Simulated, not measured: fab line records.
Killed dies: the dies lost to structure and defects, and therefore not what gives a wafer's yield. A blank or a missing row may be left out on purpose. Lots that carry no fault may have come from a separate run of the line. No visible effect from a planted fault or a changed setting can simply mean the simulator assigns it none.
Check for tools in common -- flow gf180mcu -- Sampled: 13 lots, 39 wafers

== REASON IT WAS OPENED ==
GF_DUAL_GATE_THK_MEAS_03, reading DUAL_GATE_OXIDATION_00_THK: flagged on 2 of 13 lots. Fault-free wafers read 10.79 nm, with a standard deviation of 0.19.
Rule: flag the lot when none of its wafers has a number, or when each of its wafers that has one lies beyond 4 standard deviations from that mean. The other lots count as sound.

lot,measured,on,"DUAL_GATE_OXIDATION_00_THK (nm), wafer by wafer",flag
L919,day 7 10:31,filmMetro-01,10.90 10.83 10.86,
L920,day 7 18:10,filmMetro-03,10.70 10.97 11.05,
L921,day 8 00:37,filmMetro-01,11.11 10.98 11.28,
L923,day 8 15:10,filmMetro-01,10.47 10.56 10.80,
L926,day 9 19:32,filmMetro-02,12.25 12.04 12.19,FLAGGED
L928,day 10 04:35,filmMetro-01,12.18 12.06 11.96,FLAGGED
L936,day 12 12:54,filmMetro-03,10.79 10.58 10.66,
L935,day 12 15:43,filmMetro-01,10.69 10.65 10.67,
L937,day 12 21:12,filmMetro-03,11.02 10.84 10.84,
L938,day 13 07:46,filmMetro-02,10.39 10.59 10.49,
L940,day 13 16:11,filmMetro-03,10.60 10.71 10.83,
L941,day 13 20:10,filmMetro-03,10.99 10.99 11.04,
L942,day 14 01:50,filmMetro-03,10.75 10.82 10.76,
On average the flagged lots' numbers are 12.11 nm, which is +1.32 nm against the usual, or +7 standard deviations.

== TOOL THAT RAN EACH LOT ==
The record keeps 1 process step preceding the reading, out of 602 steps on the route. Every cell lists first the tool, next ch and the chambers used by the sampled wafers, and last the start.
lot,flag,GF_DUAL_GATE_OXIDATION_02
L919,,"furnace-02 ch 0, day 7 09:04"
L920,,"furnace-01 ch 0, day 7 16:43"
L921,,"furnace-02 ch 0, day 7 23:09"
L923,,"furnace-01 ch 0, day 8 13:43"
L926,FLAGGED,"furnace-02 ch 0, day 9 18:05"
L928,FLAGGED,"furnace-02 ch 0, day 10 03:08"
L936,,"furnace-01 ch 0, day 12 11:26"
L935,,"furnace-01 ch 0, day 12 14:17"
L937,,"furnace-02 ch 0, day 12 19:46"
L938,,"furnace-01 ch 0, day 13 06:19"
L940,,"furnace-01 ch 0, day 13 14:44"
L941,,"furnace-02 ch 0, day 13 18:43"
L942,,"furnace-01 ch 0, day 14 00:22"
What is done by these steps:
- GF_DUAL_GATE_OXIDATION_02: stabilise 600 s, purge 300 s, target thk 10.887 nm.
- GF_DUAL_GATE_THK_MEAS_03

== FLAGGED OVER TOTAL, TOOL BY TOOL (the gauges that took the reading come last) ==
step,tool,lots run,flagged,share of the flagged lots,sound lots run after its first flagged lot
GF_DUAL_GATE_OXIDATION_02,furnace-01,7,0,none,-
GF_DUAL_GATE_OXIDATION_02,furnace-02,6,2,all,"2 (L937,L941)"
GF_DUAL_GATE_THK_MEAS_03,filmMetro-01,5,1,some,1 (L935)
GF_DUAL_GATE_THK_MEAS_03,filmMetro-02,2,1,some,1 (L938)
GF_DUAL_GATE_THK_MEAS_03,filmMetro-03,6,0,none,-

== THE TABLE: WHAT IT ALLOWS ==
Rows of the table that ran each flagged lot: 1, that is furnace-02 at GF_DUAL_GATE_OXIDATION_02.
- furnace-02 at GF_DUAL_GATE_OXIDATION_02: 2 of its 6 lots flagged. Sound lots ran on it after the first flagged one (L937, L941), which a lasting fault on the whole tool wouldn't allow.
No row of the table ran every flagged lot and no sound lot after the first.

== WHAT THE SIMULATOR PUT IN ==
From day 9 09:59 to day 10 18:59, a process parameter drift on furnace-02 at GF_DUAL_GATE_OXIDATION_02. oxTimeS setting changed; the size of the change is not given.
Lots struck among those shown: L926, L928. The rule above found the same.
